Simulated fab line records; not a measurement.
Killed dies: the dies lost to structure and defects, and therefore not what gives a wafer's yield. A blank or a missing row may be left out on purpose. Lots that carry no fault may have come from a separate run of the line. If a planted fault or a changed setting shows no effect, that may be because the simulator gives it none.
One fault seen from 2 desks	flow gf180mcu	each desk holds nothing but its own numbers, with what lay behind them at the end

AT THE TOOL OWNER'S DESK: pecvd-03
The tool's own readings at GF_PASSIVATION_CVD_00 (deposits SiO2 from TEOS, target thk 1000 nm, time 111.95 s): means of the sampled wafers that have a number, for each lot that ran on this tool. A lot is out of limits, marked OUT, if its mean lies more than 4 standard deviations from the usual mean; the brackets give that distance.
Columns: A = heaterPowerW at GF_PASSIVATION_CVD_00, usual 700 W; B = runLengthS at GF_PASSIVATION_CVD_00, usual 140.0 s
lot	first seen here	A	B
L388	day 29 23:04	862	139.6
L391	day 30 21:41	727	140.0
L392	day 31 03:32	780	140.0
L403	day 34 01:30	722	155.6 (+35) OUT
This desk finds L403 out of limits, L403 being first, at day 34 01:30 (runLengthS at GF_PASSIVATION_CVD_00). Within limits: L388, L391, L392.

THE METROLOGY DESK
Means of the sampled wafers that have a number, per lot and without regard to the tool the lot ran on: this is what the gauges read. A lot is out of limits, marked OUT, if its mean lies more than 4 standard deviations from the usual mean; the brackets give that distance.
Columns: A = M4_ALCU_THK at GF_M4_THK_MEAS_06, usual 452 nm; B = PASSIVATION_CVD_00_THK at GF_PASSIVATION_THK_MEAS_01, usual 1005 nm
lot	first seen here	A	B
L382	day 22 06:08	449	1013
L383	day 22 16:56	451	1003
L384	day 23 04:29	450	999
L385	day 23 08:40	450	1002
L387	day 24 07:39	451	997
L388	day 24 15:04	455	1018
L389	day 24 19:46	450	1001
L390	day 25 07:58	457	998
L391	day 25 17:22	446	1001
L392	day 26 00:33	456	1005
L393	day 26 05:23	455	979
L394	day 26 11:28	456	1006
L403	day 29 11:32	449	1172 (+13) OUT
Per this desk, out of limits: L403; the first was L403, day 34 01:34 (PASSIVATION_CVD_00_THK at GF_PASSIVATION_THK_MEAS_01). Within limits: L382, L383, L384, L385, L387, L388, L389, L390, L391, L392, L393, L394.

TAKEN TOGETHER
An alarm could have come from the tool owner's desk at day 34 01:30, on L403.
The metrology desk could have raised an alarm at day 34 01:34, on L403.
The lots listed all ran GF_PASSIVATION_CVD_00 on pecvd-03.

WHAT THE SIMULATOR HAD INSERTED
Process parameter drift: pecvd-03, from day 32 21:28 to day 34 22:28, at GF_PASSIVATION_CVD_00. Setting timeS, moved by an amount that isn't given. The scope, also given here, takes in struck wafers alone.
Shown lots that were struck: L403.
Counting hours from when the fault started, the first reading out of limits came at 28 for the tool owner's desk and at 28 for the metrology desk.
